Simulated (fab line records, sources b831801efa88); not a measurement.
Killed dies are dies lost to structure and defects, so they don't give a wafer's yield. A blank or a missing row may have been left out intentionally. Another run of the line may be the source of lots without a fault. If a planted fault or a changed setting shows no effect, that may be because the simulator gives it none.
Split-lot experiment || flow sky130 || 5 lots, 23 wafers read, on a route of 708 steps

== THE SPLIT ITSELF ==
At SKY_LDD_LDN_IMPLANT_08, the setting energy-kev was moved away from the recipe's 15 on 6 of the 23 wafers read, by -5.9% to -3.6%. For the rest of the wafers, this setting stayed at what the recipe calls for.

Reading taken at the split's own step.

== THE READING ==
implant.drp-nm (the simulator's own value, which no gauge read), in nm, at SKY_LDD_LDN_IMPLANT_08. The file gives no usual value for it.

{"wafer": "L074.2", "tool, chamber at the split": "implanter-02, 0", "energy-kev as run": 15, "against the recipe": "recipe", "implant.drp-nm, nm": 5.933, "against lot-mates on the recipe": "-"}
{"wafer": "L074.3", "tool, chamber at the split": "implanter-02, 0", "energy-kev as run": 15, "against the recipe": "recipe", "implant.drp-nm, nm": 5.933, "against lot-mates on the recipe": "-"}
{"wafer": "L074.4", "tool, chamber at the split": "implanter-02, 0", "energy-kev as run": 15, "against the recipe": "recipe", "implant.drp-nm, nm": 5.933, "against lot-mates on the recipe": "-"}
{"wafer": "L075.1", "tool, chamber at the split": "implanter-02, 0", "energy-kev as run": 15, "against the recipe": "recipe", "implant.drp-nm, nm": 5.933, "against lot-mates on the recipe": "-"}
{"wafer": "L075.2", "tool, chamber at the split": "implanter-02, 0", "energy-kev as run": 15, "against the recipe": "recipe", "implant.drp-nm, nm": 5.933, "against lot-mates on the recipe": "-"}
{"wafer": "L075.3", "tool, chamber at the split": "implanter-02, 0", "energy-kev as run": 15, "against the recipe": "recipe", "implant.drp-nm, nm": 5.933, "against lot-mates on the recipe": "-"}
{"wafer": "L075.5", "tool, chamber at the split": "implanter-02, 0", "energy-kev as run": 15, "against the recipe": "recipe", "implant.drp-nm, nm": 5.933, "against lot-mates on the recipe": "-"}
{"wafer": "L075.6", "tool, chamber at the split": "implanter-02, 0", "energy-kev as run": 15, "against the recipe": "recipe", "implant.drp-nm, nm": 5.933, "against lot-mates on the recipe": "-"}
{"wafer": "L080.1", "tool, chamber at the split": "implanter-02, 0", "energy-kev as run": 14.12, "against the recipe": "-5.9%", "implant.drp-nm, nm": 5.69, "against lot-mates on the recipe": -0.243}
{"wafer": "L080.3", "tool, chamber at the split": "implanter-02, 0", "energy-kev as run": 14.12, "against the recipe": "-5.9%", "implant.drp-nm, nm": 5.69, "against lot-mates on the recipe": -0.243}
{"wafer": "L080.2", "tool, chamber at the split": "implanter-02, 0", "energy-kev as run": 15, "against the recipe": "recipe", "implant.drp-nm, nm": 5.933, "against lot-mates on the recipe": "-"}
{"wafer": "L080.4", "tool, chamber at the split": "implanter-02, 0", "energy-kev as run": 15, "against the recipe": "recipe", "implant.drp-nm, nm": 5.933, "against lot-mates on the recipe": "-"}
{"wafer": "L080.5", "tool, chamber at the split": "implanter-02, 0", "energy-kev as run": 15, "against the recipe": "recipe", "implant.drp-nm, nm": 5.933, "against lot-mates on the recipe": "-"}
{"wafer": "L083.1", "tool, chamber at the split": "implanter-01, 0", "energy-kev as run": 15, "against the recipe": "recipe", "implant.drp-nm, nm": 5.933, "against lot-mates on the recipe": "-"}
{"wafer": "L083.5", "tool, chamber at the split": "implanter-01, 0", "energy-kev as run": 15, "against the recipe": "recipe", "implant.drp-nm, nm": 5.933, "against lot-mates on the recipe": "-"}
{"wafer": "L083.6", "tool, chamber at the split": "implanter-01, 0", "energy-kev as run": 15, "against the recipe": "recipe", "implant.drp-nm, nm": 5.933, "against lot-mates on the recipe": "-"}
{"wafer": "L083.2", "tool, chamber at the split": "implanter-01, 0", "energy-kev as run": 14.46, "against the recipe": "-3.6%", "implant.drp-nm, nm": 5.785, "against lot-mates on the recipe": -0.148}
{"wafer": "L083.3", "tool, chamber at the split": "implanter-01, 0", "energy-kev as run": 14.46, "against the recipe": "-3.6%", "implant.drp-nm, nm": 5.785, "against lot-mates on the recipe": -0.148}
{"wafer": "L085.1", "tool, chamber at the split": "implanter-01, 0", "energy-kev as run": 14.32, "against the recipe": "-4.5%", "implant.drp-nm, nm": 5.746, "against lot-mates on the recipe": -0.187}
{"wafer": "L085.3", "tool, chamber at the split": "implanter-01, 0", "energy-kev as run": 14.32, "against the recipe": "-4.5%", "implant.drp-nm, nm": 5.746, "against lot-mates on the recipe": -0.187}
{"wafer": "L085.2", "tool, chamber at the split": "implanter-01, 0", "energy-kev as run": 15, "against the recipe": "recipe", "implant.drp-nm, nm": 5.933, "against lot-mates on the recipe": "-"}
{"wafer": "L085.4", "tool, chamber at the split": "implanter-01, 0", "energy-kev as run": 15, "against the recipe": "recipe", "implant.drp-nm, nm": 5.933, "against lot-mates on the recipe": "-"}
{"wafer": "L085.6", "tool, chamber at the split": "implanter-01, 0", "energy-kev as run": 15, "against the recipe": "recipe", "implant.drp-nm, nm": 5.933, "against lot-mates on the recipe": "-"}

THE FIT
A straight line over all 23 wafers: implant.drp-nm changes by +0.0413 nm for each +1% of energy-kev; r = +1.00; the points scatter about the line by 0.00031 nm.
The same after taking each lot's own level away (the mean of its wafers on the recipe; 23 wafers): +0.0413 nm for each +1%; r = +1.00; scatter 0.00031 nm.
That fit puts the effect of the largest move of energy-kev on the reading at 0.24 nm.
The lots' own levels span 5.9330 to 5.9330 nm.
The two slopes agree, so the slope changes little with the lot-to-lot level.
Check: -0.242 nm against its lot-mates is what the line predicts for one of the wafers moved furthest among these (-5.9%) when that wafer is left out of the fit. Against them it came out at -0.243 nm.

== FURTHER SPLITS ON THESE WAFERS ==
Before the reading, these wafers also passed through other splits. Each is held against what the fit with the lots' levels taken away leaves over:
{"other split on the same wafers": "SKY_LDD_HVP_COAT_02 resist-thk-nm", "wafers away from the commonest value": 9, "r with implant.drp-nm (lot level and that fit taken away)": -0.06}
{"other split on the same wafers": "SKY_LDD_LDN_COAT_02 resist-thk-nm", "wafers away from the commonest value": 8, "r with implant.drp-nm (lot level and that fit taken away)": -0.34}

== THE FILE'S OWN FIT ==
implant.drp-nm changes by +0.0413 nm for each +1% of energy-kev, r = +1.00.
